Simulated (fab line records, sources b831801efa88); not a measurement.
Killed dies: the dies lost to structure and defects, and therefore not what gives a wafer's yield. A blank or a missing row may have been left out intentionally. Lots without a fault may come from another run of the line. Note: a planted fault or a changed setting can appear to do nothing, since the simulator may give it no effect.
Chamber matching ; flow gf180mcu ; cmp-01 running GF_V2_CMP_04: 4 sister chambers
The step polishes SiO2. 16 wafers are shown with their chamber, then 8 later ones without.

== WAFERS PAIRED WITH THEIR CHAMBERS ==
wafer;chamber;motor current A (A);slurry flow ml min;platen rpm (rpm)
L711.2;0;14.0;150.2;60.05
L711.3;2;9.8;149.8;60.04
L711.4;1;10.2;149.6;59.99
L712.1;2;10.4;150.0;60.02
L712.5;1;10.3;149.2;60.03
L712.6;0;13.4;150.4;59.99
L713.2;2;9.6;150.1;59.95
L713.3;3;12.0;150.0;59.96
L713.5;3;11.2;150.2;59.93
L715.1;3;11.5;149.5;59.92
L715.2;1;10.1;149.3;59.97
L715.5;2;9.8;149.8;60.06
L717.1;3;11.2;150.0;60.01
L717.3;2;10.1;149.4;60.05
L717.6;0;14.1;149.2;60.00
L718.1;0;14.7;149.9;59.98

SIGNATURES, as means of the wafers listed above
reading;chamber 0;chamber 1;chamber 2;chamber 3;scatter within a chamber
motor current A;14.050;10.200;9.940;11.475;0.375
slurry flow ml min;149.925;149.367;149.820;149.925;0.35
platen rpm;60.0050;59.9967;60.0240;59.9550;0.0381
Rule: for each reading, subtract the chamber's mean from the wafer's reading, divide by that reading's scatter and square the result; add these up over the readings and take the root, which gives the wafer's distance from the chamber. The wafer belongs to the nearest chamber; if the next one is less than 2 further off, it can't be placed. The scatter is the square root of a quotient: the sum, over the shown wafers, of each reading's squared deviation from its chamber's mean, divided by wafers minus chambers.

== WAFERS WITH NO CHAMBER GIVEN ==
wafer;motor current A (A);slurry flow ml min;platen rpm (rpm)
L718.2;9.9;149.9;60.00
L718.6;10.0;149.8;60.02
L726.1;11.0;149.7;60.06
L726.4;14.5;150.1;59.95
L726.5;12.2;150.4;60.04
L727.2;13.2;150.2;60.06
L727.3;11.0;150.2;60.01
L727.4;9.5;148.9;59.99

== THE CHAMBER EACH PASSED THROUGH ==
wafer;from the rows above;in truth
L718.2;can't be placed: 2 or 1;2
L718.6;can't be placed: 2 or 1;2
L726.1;can't be placed: 1 or 2 or 3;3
L726.4;0;0
L726.5;can't be placed: 3 or 0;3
L727.2;0;0
L727.3;can't be placed: 3 or 2 or 1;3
L727.4;can't be placed: 1 or 2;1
Placed correctly: 2 of 8. Can't be placed from these rows: 6 (the true chamber is among the candidates in 6). Number placed wrongly: 0.
